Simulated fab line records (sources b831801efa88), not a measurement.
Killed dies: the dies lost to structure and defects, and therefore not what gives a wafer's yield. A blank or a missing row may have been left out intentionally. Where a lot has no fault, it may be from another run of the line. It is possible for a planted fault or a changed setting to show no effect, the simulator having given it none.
fab line records | flow sfq-line
record lots=6 wafers=18 last-day=81
route steps=325 shown M4@152 I4@163 JJ@178 M5@206
lots that met no fault: taken from a fault-free run of the same line
start-h: the number of hours between the record's first day and the start of the first shown wafer of the lot | wait-h: how many hours have passed since the lot's step before this one | " unchanged from the row above | L1.1+2: one row covering several wafers at once | - either no value or no given start | * or withheld: withheld | < > ~ a bound
route shown NAME@n: names a module that has steps shown in the file, with the first one's number in the route | usual: mean/standard deviation of fault-free wafers | same: alike in all rows | chamber/n: place in a boat | sites: per-site readings | _std_site: standard deviation across them | _edge_site: the outer-site mean with the inner-site mean subtracted | radius-mm: for every site, how far away it sits from the centre of the wafer | mask NAME#n: copy n | behind: the most recent tool/chamber to have shaped the wafer | hold: the reason the lot was held/the length of the hold in hours/how it ended | device: transistor that didn't switch, given as n, p or np | end of line: the route-end tests of the same wafers | a step given without rows: its recipe and nothing more | killed: the dies lost at the first sort to structure and to defects; this is not the yield of the wafer | map: dies across one wafer; x = killed, . = not, _ = none there
set.NAME: the setting as run; set.NAME@STEP: as run at that earlier step | model.NAME: the simulator's own value behind a step, which no gauge read
a table for each step, a row for each wafer; lots at some steps of the route
services: from which hour (start-h, from the record's first day; less than 0 if before it) a tool's chamber was out of use, for how many hours, and why
## steps
# step SFQ_TRILAYER_M4_LITHO_COAT_098
# recipe resist=BARC spin-rpm=3000 resist-thk-nm=62
# step SFQ_TRILAYER_M4_LITHO_COAT_093
# recipe resist=KrF spin-rpm=3000 resist-thk-nm=600
# step SFQ_TRILAYER_M4_LITHO_SOFTBAKE_097
# recipe temp-c=withheld time-s=withheld resist=KrF
# step SFQ_TRILAYER_M4_LITHO_EXPOSE_094
# recipe mask-id=M4 na=0.6 source-shape=conventional sigma-outer=0.65 target-cd-nm=500 dose-mj=14.4
# step SFQ_TRILAYER_M4_LITHO_PEB_096
# recipe peb-temp-c=115 peb-time-s=60 resist=KrF
# step SFQ_TRILAYER_M4_LITHO_DEVELOP_095
# recipe time-s=60 resist=KrF
# step SFQ_M4_OVL_MEAS_926
# usual M4_OVL=-2/4.8
# columns lot.wafer tool chamber start-h wait-h M4_OVL[nm]
L123.1 overlay-02 - 1137.22 0.1 -4
L123.2 " - " " -7
L123.6 " - " " -7
L132.3 overlay-02 - 1192.34 0.1 -3
L132.4 " - " " -5
L132.6 " - " " -1
L134.1 overlay-02 - 1198.33 0.1 -6
L134.2 " - " " -5
L134.5 " - " " -5
L136.2 overlay-02 - 1219.93 0.1 -11
L136.3 " - " " 1
L136.5 " - " " -8
L139.2 overlay-01 - 1242.73 0.1 -7
L139.3 " - " " 1
L139.6 " - " " -3
L143.1 overlay-01 - 1298.74 0.1 -3
L143.2 " - " " -3
L143.6 " - " " -7
# step SFQ_TRILAYER_M4_BARC_OPEN_METAL_ETCH_123
# recipe mask-material=PR chemistry=O2 target-depth-nm=125 target=BARC icp-w=600 bias-w=80 pressure-mtorr=10 time-s=41.7
# step SFQ_TRILAYER_M4_ETCH_METAL_ETCH_096
# recipe target=Nb stop-on=SiO2 mask-material=PR chemistry=Cl2/Ar target-depth-nm=240 icp-w=600 bias-w=80 pressure-mtorr=10 time-s=120
# step SFQ_TRILAYER_M4_STRIP_STRIP_097
# recipe gas=O2 power-w=200 platen-temp-c=40 overash-fraction=0.65 chemistry=O2 pressure-mtorr=50
# usual drypump-motor-current-A=6.0/0.38 oes-product-au=1.001/0.01
# columns lot.wafer tool chamber start-h wait-h drypump-motor-current-A oes-product-au rf-hours-counter-h
L123.1 rie-metal-02 0 1137.45 0.1 6.4 0.986 51
L123.2 " 1 " " 6.2 0.990 146
L123.6 " 1 " " 6.2 0.988 -
L132.3 rie-metal-04 0 1192.75 0.2 5.2 1.020 -
L132.4 " 1 " " 5.8 1.006 -
L132.6 " 0 " " 5.2 1.007 -
L134.1 rie-metal-03 0 1198.55 0.1 5.7 1.013 6
L134.2 " 1 " " 6.3 0.993 141
L134.5 " 0 " " 5.7 1.009 -
L136.2 rie-metal-02 1 1220.15 0.1 6.2 0.979 160
L136.3 " 0 " " 6.4 0.974 -
L136.5 " 1 " " 6.2 0.983 -
L139.2 rie-metal-03 1 1242.95 0.1 6.3 1.001 1
L139.3 " 0 " " 5.7 0.999 -
L139.6 " 0 " " 5.8 1.007 -
L143.1 rie-metal-02 1 1298.96 0.1 6.2 1.007 5
L143.2 " 0 " " 6.4 1.006 79
L143.6 " 1 " " 6.2 1.009 -
# step SFQ_TRILAYER_M4_STRIP_SOLV_CLEAN_098
# recipe chemistry=NMP temp-c=70 time-s=600
# step SFQ_TRILAYER_I4_DEP_PECVD_099
# recipe material=SiO2 temp-c=150 time-s=111.11 pressure-torr=2.4 rf-w=183.3 precursor=SiH4/N2O target-thk-nm=500
# step SFQ_TRILAYER_I4_CMP_CMP_100
# recipe material=SiO2 down-force-psi=3 platen-rpm=60 pad-velocity-m-s=0.94248
# usual motor-current-A=10.1/1.2 platen-rpm=59.99/0.037 time-to-endpoint-s=212/7.3
# columns lot.wafer tool chamber start-h wait-h motor-current-A platen-rpm time-to-endpoint-s model.SiO2_of_TRILAYER_I4_DEP_PECVD_099.thk-nm
L123.2 cmp-02 0 1157.33 19.1 11.3 60.01 212 199.2
L123.1 " 2 1158.33 20.1 10.0 59.99 230 200.8
L123.6 " 3 " " 7.4 59.98 223 200.4
L132.4 cmp-02 1 1196.81 3.4 11.1 59.95 211 200
L132.3 " 0 1198.31 4.9 11.0 59.99 212 178.4
L132.6 " 1 " " 11.2 59.95 208 198.5
L134.1 cmp-02 0 1212.31 12.9 10.7 60.01 223 178.7
L134.2 " 1 " " 11.1 60.06 210 199.9
L134.5 " 3 1213.81 14.4 7.8 59.99 216 200
L136.3 cmp-01 1 1227.88 6.9 9.9 59.96 196 197.5
L136.2 " 3 1228.88 7.9 10.3 60.02 215 199.1
L136.5 " 1 1229.88 8.9 9.8 59.99 204 198.1
L139.3 cmp-01 2 1248.88 5.1 11.1 59.92 207 198.7
L139.2 " 1 1250.38 6.6 9.7 60.05 205 198.9
L139.6 " 2 " " 10.5 59.91 213 199.4
L143.2 cmp-01 0 1300.62 0.7 9.9 60.00 214 200.2
L143.1 " 1 " " 9.8 59.97 205 198.7
L143.6 " 0 1302.62 2.6 10.2 59.98 216 202
# step SFQ_I4_BOW_MEAS_927
# recipe mode=bow
# usual I4_BOW=2/9.4
# columns lot.wafer tool chamber start-h wait-h I4_BOW[um]
L123.1 film-metro-03 - 1159.83 1.0 -2
L123.2 " - " " -2
L123.6 " - " " 2
L132.3 film-metro-02 - 1199.85 1.0 5
L132.4 " - " " 6
L132.6 " - " " -2
L132.3 film-metro-02 - 1201.17 1.3 -
L132.4 " - " " -
L132.6 " - " " -
L134.1 film-metro-03 - 1214.81 2.0 3
L134.2 " - " " 2
L134.5 " - " " 15
L134.1 film-metro-03 - 1216.13 1.3 -
L134.2 " - " " -
L134.5 " - " " -
L136.2 film-metro-03 - 1230.90 1.5 2
L136.3 " - " " -8
L136.5 " - " " -9
L139.2 film-metro-02 - 1251.90 1.0 24
L139.3 " - " " 10
L139.6 " - " " 9
L143.1 film-metro-04 - 1303.12 1.5 -2
L143.2 " - " " -3
L143.6 " - " " -2
# step SFQ_TRILAYER_I4_METRO_MEASURE_101
# usual thk-nm=199.7/1
# columns lot.wafer tool chamber start-h wait-h thk-nm
L123.1 film-metro-03 - 1159.95 0.1 200.9
L123.2 " - " " 199.1
L123.6 " - " " 200.5
L132.3 film-metro-02 - 1205.10 3.9 178.3
L132.4 " - " " 200.1
L132.6 " - " " 198.5
L132.3 film-metro-02 - 1206.47 1.2 178.4
L132.4 " - " " 200.1
L132.6 " - " " 198.6
L134.1 film-metro-03 - 1218.40 2.2 178.8
L134.2 " - " " 199.9
L134.5 " - " " 200.2
L134.1 film-metro-03 - 1219.86 1.3 178.7
L134.2 " - " " 199.9
L134.5 " - " " 199.9
L136.2 film-metro-03 - 1231.20 0.3 199.2
L136.3 " - " " 197.4
L136.5 " - " " 198.1
L139.2 film-metro-02 - 1252.20 0.3 199.1
L139.3 " - " " 198.8
L139.6 " - " " 199.4
L143.1 film-metro-04 - 1303.24 0.1 198.6
L143.2 " - " " 200.4
L143.6 " - " " 202.2
# step SFQ_TRILAYER_I4_VIA_LITHO_COAT_108
# recipe resist=BARC spin-rpm=3000 resist-thk-nm=62
# step SFQ_TRILAYER_I4_VIA_LITHO_COAT_103
# recipe resist=KrF spin-rpm=3000 resist-thk-nm=650
# step SFQ_TRILAYER_I4_VIA_LITHO_SOFTBAKE_107
# recipe temp-c=withheld time-s=withheld resist=KrF
# step SFQ_TRILAYER_I4_VIA_LITHO_EXPOSE_104
# recipe mask-id=I4 na=0.6 source-shape=conventional sigma-outer=0.65 target-cd-nm=700 dose-mj=21.3
# step SFQ_TRILAYER_I4_VIA_LITHO_PEB_106
# recipe peb-temp-c=115 peb-time-s=60 resist=KrF
# step SFQ_TRILAYER_I4_VIA_LITHO_DEVELOP_105
# recipe time-s=60 resist=KrF
# step SFQ_I4_OVL_MEAS_928
# usual I4_OVL=0/6.1
# columns lot.wafer tool chamber start-h wait-h I4_OVL[nm]
L123.1 overlay-01 - 1163.53 0.1 -1
L123.2 " - " " -1
L123.6 " - " " -2
L132.3 overlay-02 - 1308.35 0.1 2
L132.4 " - " " -2
L132.6 " - " " 4
L134.1 overlay-02 - 1321.54 0.1 -1
L134.2 " - " " -4
L134.5 " - " " -9
L136.2 overlay-01 - 1340.74 0.1 -10
L136.3 " - " " -15
L136.5 " - " " -17
L139.2 overlay-01 - 1367.34 0.1 -2
L139.3 " - " " 10
L139.6 " - " " 3
L143.1 overlay-01 - 1421.29 0.1 1
L143.2 " - " " 18
L143.6 " - " " 14
# step SFQ_TRILAYER_I4_VIA_BARC_OPEN_VIA_ETCH_146
# recipe mask-material=PR chemistry=O2 target-depth-nm=125 target=BARC source-w=500 bias-w=80 pressure-mtorr=30 time-s=41.7
# usual drypump-motor-current-A=5.7/0.54 oes-product-au=0.685/0.0045
# columns lot.wafer tool chamber start-h wait-h drypump-motor-current-A oes-product-au rf-hours-counter-h
L123.1 rie-diel-03 2 1163.56 0.0 5.7 0.684 7
L123.2 " 1 " " 6.4 0.678 15
L123.6 " 0 " " 5.3 0.689 -
L132.3 rie-diel-03 3 1308.37 0.0 6.2 0.685 17
L132.4 " 1 " " 6.4 0.682 -
L132.6 " 3 " " 6.2 0.681 -
L134.1 rie-diel-03 3 1321.57 0.0 6.2 0.678 17
L134.2 " 0 " " 5.2 0.680 0
L134.5 " 2 " " 5.7 0.690 -
L136.2 rie-diel-03 2 1340.77 0.0 5.7 0.694 10
L136.3 " 1 " " 6.4 0.688 19
L136.5 " 0 " " 5.3 0.676 -
L139.2 rie-diel-04 1 1367.37 0.0 5.2 0.691 16
L139.3 " 3 " " 6.4 0.680 11
L139.6 " 1 " " 5.2 0.685 -
L143.1 rie-diel-04 0 1421.33 0.0 6.2 0.679 18
L143.2 " 2 " " 5.5 0.684 17
L143.6 " 3 " " 6.4 0.686 -
# step SFQ_TRILAYER_I4_VIA_ETCH_VIA_ETCH_106
# recipe target=SiO2 stop-on=Nb mask-material=PR taper-deg=20 chemistry=CHF3 target-depth-nm=260 source-w=500 bias-w=80 pressure-mtorr=30 time-s=withheld
# usual drypump-motor-current-A=5.7/0.54 oes-product-au=0.854/0.0052
# columns lot.wafer tool chamber start-h wait-h drypump-motor-current-A oes-product-au model.I4.feature-depth-nm model.etch.depth-nm
L123.1 rie-diel-03 2 1163.60 0.0 5.7 0.858 200.8 200.8
L123.2 " 1 " " 6.4 0.861 199.2 199.2
L123.6 " 0 " " 5.3 0.855 200.4 200.4
L132.3 rie-diel-03 3 1308.41 0.0 6.2 0.800 178.4 178.4
L132.4 " 1 " " 6.4 0.855 200 200
L132.6 " 3 " " 6.2 0.848 198.5 198.5
L134.1 rie-diel-03 3 1321.61 0.0 6.2 0.804 178.7 178.7
L134.2 " 0 " " 5.3 0.857 199.9 199.9
L134.5 " 2 " " 5.7 0.856 200 200
L136.2 rie-diel-03 2 1340.81 0.0 5.7 0.848 199.1 199.1
L136.3 " 1 " " 6.4 0.848 197.5 197.5
L136.5 " 0 " " 5.3 0.838 198.1 198.1
L139.2 rie-diel-04 1 1367.41 0.0 5.3 0.854 198.9 198.9
L139.3 " 3 " " 6.4 0.856 198.7 198.7
L139.6 " 1 " " 5.3 0.848 199.4 199.4
L143.1 rie-diel-04 0 1421.37 0.0 6.2 0.853 198.7 198.7
L143.2 " 2 " " 5.5 0.860 200.2 200.2
L143.6 " 3 " " 6.4 0.861 202 202
# step SFQ_TRILAYER_I4_VIA_STRIP_STRIP_107
# recipe gas=O2 power-w=200 platen-temp-c=40 overash-fraction=0.65 chemistry=O2 pressure-mtorr=50
# step SFQ_TRILAYER_I4_VIA_STRIP_SOLV_CLEAN_108
# recipe chemistry=NMP temp-c=70 time-s=600
# step SFQ_TRILAYER_JJ_TRILAYER_DEP_PRE_CLEAN_113
# recipe gas=Ar time-s=22.5 bias-v=250
# step SFQ_TRILAYER_JJ_TRILAYER_DEP_SPUTTER_109
# recipe material=Nb base-pressure-pa=1.33e-06 chamber-pressure-pa=0.1333 substrate-temp-c=20 target-thk-nm=150 power-w=2000 time-s=100
# usual throttle-valve-pct=30.1/0.61
# columns lot.wafer tool chamber start-h wait-h throttle-valve-pct
L123.1 pvd-sputter-05 - 1164.52 0.0 31.2
L123.2 " - " " 30.2
L123.6 " - " " 30.1
L132.3 pvd-sputter-03 - 1309.35 0.0 30.8
L132.4 " - " " 29.6
L132.6 " - " " 30.0
L134.1 pvd-sputter-04 - 1322.55 0.0 28.3
L134.2 " - " " 30.0
L134.5 " - " " 30.2
L136.2 pvd-sputter-03 - 1341.73 0.0 29.6
L136.3 " - " " 29.7
L136.5 " - " " 29.9
L139.2 pvd-sputter-04 - 1368.38 0.0 28.4
L139.3 " - " " 30.4
L139.6 " - " " 29.7
L143.1 pvd-sputter-04 - 1422.29 0.0 30.5
L143.2 " - " " 29.8
L143.6 " - " " 30.6
# step SFQ_TRILAYER_JJ_TRILAYER_DEP_SPUTTER_110
# recipe material=Al base-pressure-pa=1.33e-06 target-thk-nm=8 power-w=500 time-s=10 chamber-pressure-pa=0.4
# step SFQ_TRILAYER_JJ_TRILAYER_DEP_AL_OXIDATION_111
# recipe pressure-mbar=0.014667 oxidation-time-s=600 temperature-k=293
# step SFQ_TRILAYER_JJ_TRILAYER_DEP_SPUTTER_112
# recipe material=Nb base-pressure-pa=1.33e-06 chamber-pressure-pa=0.1333 substrate-temp-c=20 target-thk-nm=170 power-w=2000 time-s=113.3
# usual throttle-valve-pct=30.1/0.58
# columns lot.wafer tool chamber start-h wait-h throttle-valve-pct
L123.1 pvd-sputter-05 - 1165.61 0.5 31.2
L123.2 " - " " 30.1
L123.6 " - " " 30.1
L132.3 pvd-sputter-03 - 1310.44 0.5 30.6
L132.4 " - " " 29.7
L132.6 " - " " 29.9
L134.1 pvd-sputter-04 - 1323.78 0.6 28.5
L134.2 " - " " 30.1
L134.5 " - " " 29.7
L136.2 pvd-sputter-03 - 1342.83 0.5 29.7
L136.3 " - " " 30.2
L136.5 " - " " 30.2
L139.2 pvd-sputter-04 - 1369.47 0.5 28.8
L139.3 " - " " 30.4
L139.6 " - " " 29.9
L143.1 pvd-sputter-04 - 1423.38 0.5 30.9
L143.2 " - " " 29.9
L143.6 " - " " 30.7
# step SFQ_JJ_RS_MEAS_929
# recipe thk-meas-gauge=four-point-probe reads=Nb_of_TRILAYER_JJ_TRILAYER_DEP_SPUTTER_112
# usual JJ_NB_RS=1.046/0.012
# columns lot.wafer tool chamber start-h wait-h JJ_NB_RS[ohm/sq]
L123.1 film-metro-02 - 1165.69 0.0 1.035
L123.2 " - " " 1.049
L123.6 " - " " 1.046
L132.3 film-metro-02 - 1310.56 0.1 1.053
L132.4 " - " " 1.070
L132.6 " - " " 1.058
L134.1 film-metro-02 - 1323.86 0.0 1.042
L134.2 " - " " 1.053
L134.5 " - " " 1.046
L136.2 film-metro-01 - 1342.93 0.1 1.052
L136.3 " - " " 1.023
L136.5 " - " " 1.042
L139.2 film-metro-03 - 1369.57 0.1 1.046
L139.3 " - " " 1.054
L139.6 " - " " 1.049
L143.1 film-metro-01 - 1423.46 0.0 1.065
L143.2 " - " " 1.072
L143.6 " - " " 1.064
# step SFQ_TRILAYER_JJ_CE_LITHO_COAT_119
# recipe resist=BARC spin-rpm=3000 resist-thk-nm=62
# step SFQ_TRILAYER_JJ_CE_LITHO_COAT_114
# recipe resist=KrF spin-rpm=3000 resist-thk-nm=600
# step SFQ_TRILAYER_JJ_CE_LITHO_SOFTBAKE_118
# recipe temp-c=withheld time-s=withheld resist=KrF
# step SFQ_TRILAYER_JJ_CE_LITHO_EXPOSE_115
# recipe mask-id=J5 na=0.6 source-shape=conventional sigma-outer=0.65 target-cd-nm=700 dose-mj=14.4
# step SFQ_TRILAYER_JJ_CE_LITHO_PEB_117
# recipe peb-temp-c=115 peb-time-s=60 resist=KrF
# step SFQ_TRILAYER_JJ_CE_LITHO_DEVELOP_116
# recipe time-s=60 resist=KrF
# step SFQ_JJ_OVL_MEAS_931
# usual J5_OVL=1/5
# columns lot.wafer tool chamber start-h wait-h J5_OVL[nm]
L123.1 overlay-01 - 1170.73 0.1 5
L123.2 " - " " 10
L123.6 " - " " -1
L132.3 overlay-01 - 1314.15 0.1 2
L132.4 " - " " 3
L132.6 " - " " 1
L134.1 overlay-02 - 1345.31 0.1 1
L134.2 " - " " -3
L134.5 " - " " -8
L136.2 overlay-02 - 1360.58 0.1 -6
L136.3 " - " " -3
L136.5 " - " " 0
L139.2 overlay-02 - 1471.86 0.1 -2
L139.3 " - " " 3
L139.6 " - " " 7
L143.1 overlay-02 - 1537.16 0.1 -8
L143.2 " - " " -4
L143.6 " - " " -5
# step SFQ_TRILAYER_JJ_CE_METRO_MEASURE_117
# step SFQ_TRILAYER_JJ_CE_BARC_OPEN_RIE_150
# recipe mask-material=PR chemistry=O2 target-depth-nm=240 target=BARC icp-w=600 bias-w=80 pressure-mtorr=10 time-s=80
# usual drypump-motor-current-A=6.04/0.29 oes-product-au=0.537/0.0044
# columns lot.wafer tool chamber start-h wait-h drypump-motor-current-A oes-product-au rf-hours-counter-h
L123.1 rie-metal-02 0 1171.96 1.0 6.36 0.538 55
L123.2 " 1 " " 6.22 0.543 151
L123.6 " 1 " " 6.23 0.528 -
L132.3 rie-metal-03 1 1315.40 0.6 6.30 0.536 -
L132.4 " 0 " " 5.74 0.533 -
L132.6 " 0 " " 5.73 0.536 -
L134.1 rie-metal-03 0 1346.55 1.0 5.73 0.532 29
L134.2 " 1 " " 6.31 0.530 16
L134.5 " 0 " " 5.74 0.533 -
L136.2 rie-metal-02 1 1361.81 0.8 6.24 0.537 14
L136.3 " 1 " " 6.17 0.539 -
L136.5 " 0 " " 6.38 0.542 -
L139.2 rie-metal-01 1 1473.09 0.8 5.81 0.537 46
L139.3 " 0 " " 5.71 0.537 -
L139.6 " 1 " " 5.84 0.538 -
L143.1 rie-metal-02 1 1538.40 1.0 6.21 0.534 37
L143.2 " 0 " " 6.34 0.538 110
L143.6 " 1 " " 6.22 0.538 -
# step SFQ_TRILAYER_M5_ETCH_METAL_ETCH_126
# recipe target=Nb stop-on=SiO2 mask-material=PR over-etch-frac=0.15 time-s=203.2 chemistry=Cl2/BCl3 target-depth-nm=265 icp-w=600 bias-w=80 pressure-mtorr=10
# usual drypump-motor-current-A=5.8/0.32 oes-product-au=0.728/0.0059
# columns lot.wafer tool chamber start-h wait-h drypump-motor-current-A oes-product-au rf-hours-counter-h model.SiO2_of_TRILAYER_I4_DEP_PECVD_099.thk-nm
L123.1 rie-metal-01 1 1192.62 0.0 5.8 0.732 8 180.8
L123.2 " 0 " " 5.7 0.724 24 179.1
L123.6 " 0 " " 5.7 0.735 - 180.5
L132.3 rie-metal-02 0 1322.35 0.1 6.4 0.723 - 158.7
L132.4 " 1 " " 6.2 0.724 - 180.3
L132.6 " 0 " " 6.4 0.740 - 178.7
L134.1 rie-metal-04 1 1362.86 0.1 5.8 0.727 36 158.8
L134.2 " 1 " " 5.8 0.731 - 179.8
L134.5 " 1 " " 5.8 0.743 - 180.1
L136.2 rie-metal-04 1 1463.51 0.0 5.9 0.729 52 179.3
L136.3 " 0 " " 5.3 0.730 - 177.8
L136.5 " 0 " " 5.3 0.735 - 178.3
L139.2 rie-metal-04 0 1508.46 0.0 5.2 0.738 1 179.2
L139.3 " 1 " " 5.8 0.728 - 179
L139.6 " 1 " " 5.8 0.733 - 179.7
L143.1 rie-metal-04 0 1634.96 0.0 5.2 0.721 14 179
L143.2 " 1 " " 5.8 0.721 77 180.2
L143.6 " 0 " " 5.3 0.732 - 182.4
## services
# columns tool chamber start-h hours kind
rie-diel-04 2 1116.59 12.2 repair
pvd-sputter-03 - 1120.68 31.9 repair
rie-diel-03 3 1132.68 1.3 repair
pvd-sputter-04 - 1137.24 7.1 repair
pvd-sputter-04 - 1173.64 4.1 repair
rie-metal-02 - 1191.53 2.8 pm
rie-metal-02 - 1209.95 1.0 repair
rie-diel-03 2 1283.22 6.9 repair
rie-diel-03 0 1297.91 7.6 repair
pvd-sputter-04 - 1301.26 4.8 repair
rie-diel-03 1 1326.58 6.2 repair
rie-diel-03 3 1338.26 2.2 repair
rie-diel-03 - 1346.36 28.1 pm
rie-metal-04 0 1356.73 22.2 repair
rie-diel-03 - 1402.82 0.3 repair
pvd-sputter-04 - 1410.27 3.9 repair
rie-diel-03 0 1485.63 17.8 repair
rie-diel-03 - 1496.02 0.4 repair
rie-diel-03 0 1511.07 6.8 repair
rie-metal-04 0 1522.88 26.9 repair
rie-metal-04 - 1526.55 2.8 pm
rie-metal-02 1 1574.40 13.5 repair
pvd-sputter-04 - 1576.80 8.2 repair
rie-diel-03 0 1608.97 4.4 repair
## key
first-sign step=SFQ_I4_BOW_MEAS_927 reading=visit direction=added
effect step=SFQ_TRILAYER_I4_METRO_MEASURE_101 reading=visit direction=added
effect step=SFQ_TRILAYER_I4_METRO_MEASURE_101 reading=thk-nm direction=down sigmas=20 usual=199.7 struck=178.5
effect step=SFQ_TRILAYER_I4_VIA_ETCH_VIA_ETCH_106 reading=oes-product-au direction=down sigmas=10 usual=0.854 struck=0.802
model-effect step=SFQ_TRILAYER_I4_CMP_CMP_100 value=SiO2_of_TRILAYER_I4_DEP_PECVD_099.thk-nm without=198.6 struck=178.6
model-effect step=SFQ_TRILAYER_I4_VIA_ETCH_VIA_ETCH_106 value=I4.feature-depth-nm without=198.6 struck=178.6
model-effect step=SFQ_TRILAYER_M5_ETCH_METAL_ETCH_126 value=SiO2_of_TRILAYER_I4_DEP_PECVD_099.thk-nm without=178.7 struck=158.7
met-at SFQ_TRILAYER_I4_CMP_CMP_100
struck-wafers L132.3,L134.1
onset-between 1157.33 1196.81
fault kind=process-parameter-drift tool=cmp-02 chamber=0 onset-h=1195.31 steps=SFQ_TRILAYER_I4_CMP_CMP_100 channel=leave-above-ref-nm offset=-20 shape=step end-h=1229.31 acts-in=these-recipes-only stated=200
